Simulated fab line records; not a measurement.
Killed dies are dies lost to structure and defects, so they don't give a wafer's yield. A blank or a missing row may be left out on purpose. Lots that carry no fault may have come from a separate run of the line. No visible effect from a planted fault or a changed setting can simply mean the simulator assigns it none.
A lot that was struck, set against a sound lot	flow sky130	17 steps out of a route of 708
Sound: wafers L828.2, L828.4, L828.5. Struck: wafer L841.6 (left out: L841.1, a lot-mate that was not struck); the cause follows at the end.
At each step with rows: each side's tool, then ch and its chambers, then its first start. Under that, the readings that differ: sound wafers	struck wafers	difference of the means	sigmas: that difference in standard deviations of wafers without a fault.
alike: readings whose means differ by less than 2 such deviations, and words and numbers that are the same on both sides. not compared: withheld readings, readings that some wafer has no value for, bounds like >300 that may hide the same value, and numbers for which the record gives no deviation and whose values overlap.
Wherever a step has rows on one side only, a row that says differs or no value, or a row with sigmas, the two part there. When numbers do not overlap yet have no deviation, they are printed without sigmas and do not part them. A reading missing from all wafers of one side parts the sides only when that side holds two or more wafers.

first, 1 step without rows for these wafers: SKY_FIELD_ISO_DEVELOP_12 (develop time 60 s).
SKY_FIELD_ISO_CD_MEAS_13 targets a cd of 150 nm.
  sound on cd-sem-02 at day 3 20:31; struck on cd-sem-01 at day 6 12:27
  alike: cd-nm
SKY_FIELD_ISO_ETCH_14: etches BARC in N2/H2, stops on SiO2, time 45.9 s, target depth 60 nm.
  sound on rie-diel-02 ch 0,2,3, day 3 20:37; struck on rie-diel-04 ch 3, day 6 12:34
  alike: drypump-motor-current-A, oes-product-au, throttle-valve-pct
  not compared: rf-hours-counter-h
SKY_FIELD_ISO_ETCH_15: etches the open film in CHF3/O2, stops on Si, target depth 180 nm, time 72 s.
  sound on rie-diel-02 ch 0,2,3, day 3 20:40; struck on rie-diel-04 ch 3, day 6 12:37
  alike: O2_flow_sccm, drypump-motor-current-A, oes-product-au, throttle-valve-pct
  not compared: rf-hours-counter-h
SKY_FIELD_ISO_STRIP_16: strips in O2/N2.
  sound on plasma-asher-04 ch 0,1, day 3 20:43; struck on plasma-asher-04 ch 0, day 6 12:40
  alike: drypump-motor-current-A, oes-product-au, strip-time-to-endpoint-s
  not compared: rf-hours-counter-h
SKY_FIELD_ISO_ETCH_17: etches Si in HBr/Cl2/O2, target depth 342 nm, time 97.7 s.
  sound on rie-si-01 ch 0,1,3, day 3 20:49; struck on rie-si-02 ch 2, day 6 12:46
  alike: O2_flow_sccm, drypump-motor-current-A, oes-product-au, throttle-valve-pct
  not compared: rf-hours-counter-h
then, 5 steps without rows for these wafers: SKY_FIELD_ISO_WET_ETCH_18 (etches Si3N4 in H3PO4, target depth 25 nm, time 286 s); SKY_FIELD_ISO_CLEAN_19 (cleans in SC1/SC2, time 150 s); SKY_FIELD_ISO_CLEAN_20 (cleans in dHF, time 20 s); SKY_FIELD_ISO_WET_ETCH_21 (etches SiO2 in dHF, target depth 20 nm, time 400 s); SKY_FIELD_ISO_OXIDATION_22 (stabilise 600 s, purge 300 s, target thk 10 nm).
SKY_FIELD_ISO_THK_MEAS_23:
  sound on film-metro-01 at day 4 02:30; struck on film-metro-03 at day 6 14:28
  alike: FIELD_ISO_OXIDATION_01_THK
SKY_FIELD_ISO_CVD_24: deposits SiO2, target thk 595 nm, time 99.2 s.
  sound on hdpcvd-02 ch 0,1, day 4 02:37; struck on hdpcvd-02 ch 0, day 6 14:31
reading	sound	struck	difference	sigmas
model.SiO2_of_FIELD_ISO_CVD_24.thk-nm (nm)	591.7 597.8 595.9	698	+103	
  alike: sih4-flow-sccm
SKY_FIELD_ISO_THK_MEAS_25:
  sound on film-metro-03 at day 4 02:43; struck on film-metro-04 at day 6 14:49
reading	sound	struck	difference	sigmas
FIELD_ISO_CVD_24_THK (nm)	592 598 596	698	+103	+19
  not compared: hold
SKY_FIELD_ISO_CMP_27: polishes, stops on Si3N4, t overpolish 16 s, target thk 457.8 nm.
  sound on cmp-01 ch 2,3, day 4 10:10; struck on cmp-02 ch 2, day 6 21:32
reading	sound	struck	difference	sigmas
time-to-endpoint-s (s)	108 111 112	124	+14	+3
  alike: head-pressure-psi, motor-current-A, slurry-filter-dp-kPa
then, 1 step without rows for these wafers: SKY_FIELD_ISO_WET_ETCH_28 (etches SiO2 in dHF, target depth 23.7 nm, time 47 s).
-- the record jumps here: 44 days lie between the struck wafers' starts before and after (it left off in module FIELD_ISO and takes up again in module PAD_OPEN, whose first step shown is number 708 of the route) --
SKY_PAD_OPEN_PROBE_99:
  record: rows for the struck wafers here (prober-01, day 50 10:37), none for the sound ones

## WHERE THEY PART
First at SKY_FIELD_ISO_THK_MEAS_25; last, within this record, at SKY_PAD_OPEN_PROBE_99.

WHY: what had been put in by the simulator
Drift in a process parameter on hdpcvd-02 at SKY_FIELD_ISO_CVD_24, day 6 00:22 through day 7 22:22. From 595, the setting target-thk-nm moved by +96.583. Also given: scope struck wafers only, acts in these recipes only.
